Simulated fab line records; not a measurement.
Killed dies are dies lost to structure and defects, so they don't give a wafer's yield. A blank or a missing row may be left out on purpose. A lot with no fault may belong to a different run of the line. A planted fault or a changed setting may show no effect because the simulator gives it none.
A single fault, viewed from 2 desks	flow sky130	what lay behind the numbers comes last; until then each desk has only its own

## FOR THE TOOL OWNER'S DESK: litho track-04
The tool's own readings at SKY_METAL3_COAT_08 (resist thk 1140 nm): means of the sampled wafers that have a number, for each lot that ran on this tool. The brackets show how far a lot's mean lies from the usual mean; more than 4 standard deviations puts the lot out of limits, marked OUT.
Columns: A = exhaust pa at SKY_METAL3_COAT_08, usual 45.0 Pa; B = spin speed rpm at SKY_METAL3_COAT_08, usual 3000.2 rpm
lot	first seen here	A	B
L661	day 39 04:00	45.7	3002.2
L663	day 39 14:00	44.9	3001.1
L664	day 39 19:00	44.4	3002.2
L668	day 41 06:00	44.3	3209.5 (+99 or more) OUT
L674	day 42 12:00	44.3	3210.0 (+99 or more) OUT
L682	day 45 08:00	43.8	3002.9
This desk's finding: out of limits on L668, L674; first on L668, day 41 06:00 (spin speed rpm at SKY_METAL3_COAT_08). L661, L663, L664, L682 stayed within limits.

## FROM THE METROLOGY DESK
What the gauges read for every lot (on any tool): the sampled wafers with a number, averaged. The brackets show how far a lot's mean lies from the usual mean; more than 4 standard deviations puts the lot out of limits, marked OUT.
Columns: A = VIA2_BOW at SKY_VIA2_BOW_MEAS_03, usual 86 um
lot	first seen here	A
L661	day 36 09:27	83
L663	day 36 20:10	92
L664	day 37 02:49	88
L668	day 38 13:23	79
L670	day 38 14:55	79
L674	day 39 20:37	88
L678	day 41 09:08	87
L679	day 41 11:33	89
L680	day 42 05:55	86
L681	day 42 12:50	90
L682	day 42 21:19	87
This desk's finding: nothing out of limits on any of the 11 lots.

## TAKEN TOGETHER
At day 41 06:00, on L668, L674, the tool owner's desk was in a position to raise an alarm.
From the metrology desk's view, nothing was out of limits.
The metrology desk has L668, L674 on record, within its limits.
Every lot named ran SKY_METAL3_COAT_08 on litho track-04.

## WHAT THE SIMULATOR HAD INSERTED
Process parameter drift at SKY_METAL3_COAT_08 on litho track-04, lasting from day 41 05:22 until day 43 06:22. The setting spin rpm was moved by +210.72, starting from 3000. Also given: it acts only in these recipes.
Struck lots among those shown: L668, L674.
How many hours passed from the start of the fault until each desk's first out-of-limits reading: the tool owner's desk, 1.
